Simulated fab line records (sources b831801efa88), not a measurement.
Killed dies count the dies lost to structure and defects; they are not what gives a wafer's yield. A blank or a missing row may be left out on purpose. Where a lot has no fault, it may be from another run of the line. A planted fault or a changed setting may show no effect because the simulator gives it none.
The tool behind it: which one?	flow gf180mcu	6 lots with 18 wafers sampled at 2 steps, on a route of 602 steps

WHAT THE GAUGES READ, wafer by wafer
GF_DUAL_GATE_THK_MEAS_03.
lot	measured	on	DUAL_GATE_OXIDATION_00_THK (nm)
L773	day 8 05:07	film metro-01	11.09 11.32 11.05
L777	day 9 06:10	film metro-03	11.17 11.27 10.84
L779	day 10 00:33	film metro-01	10.83 11.09 10.78
L781	day 10 12:05	film metro-01	12.60 12.76 12.59
L791	day 13 03:10	film metro-01	10.84 10.86 10.72
L794	day 14 07:52	film metro-02	10.55 10.85 10.62

WHAT TOOL EACH LOT RAN ON (gives the tool, then ch and the chambers of the sampled wafers, and finally the start)
lot	GF_DUAL_GATE_OXIDATION_02
L773	furnace-01 ch 0, day 8 03:40
L777	furnace-01 ch 0, day 9 04:42
L779	furnace-01 ch 0, day 9 23:05
L781	furnace-02 ch 0, day 10 10:38
L791	furnace-01 ch 0, day 13 01:43
L794	furnace-02 ch 0, day 14 06:25
- GF_DUAL_GATE_OXIDATION_02: stabilise 600 s, purge 300 s, target thk 10.887 nm.

THE ANSWER, worked out from the rows above alone
Rule: what is usual is taken from the lots themselves. The widest of any qualifying gaps counts: lots, ordered by their means at a reading, are off when they make up no more than a third of the lots, leave a main group of 4 or more, and stand apart from it by 3 or more times the standard deviation of that group's means. If all means in a main group match to the digits the tables above print for the reading, that group is not used. A lot without any number at a reading at which 4 lots or more have one is off too. Any other lot the step has rows for is counted as sound.
Off: L781, seen at GF_DUAL_GATE_THK_MEAS_03 (DUAL_GATE_OXIDATION_00_THK). The main group has a mean of 10.93 nm with a standard deviation of 0.18.
If a tool, at a process step before that reading, ran all the lots that are off and no sound lot after the first of them, it fits. Those tools and the gauges at GF_DUAL_GATE_THK_MEAS_03 are tried in the same way. No candidate that was tried fits.

WHAT THE SIMULATOR HAD PUT IN
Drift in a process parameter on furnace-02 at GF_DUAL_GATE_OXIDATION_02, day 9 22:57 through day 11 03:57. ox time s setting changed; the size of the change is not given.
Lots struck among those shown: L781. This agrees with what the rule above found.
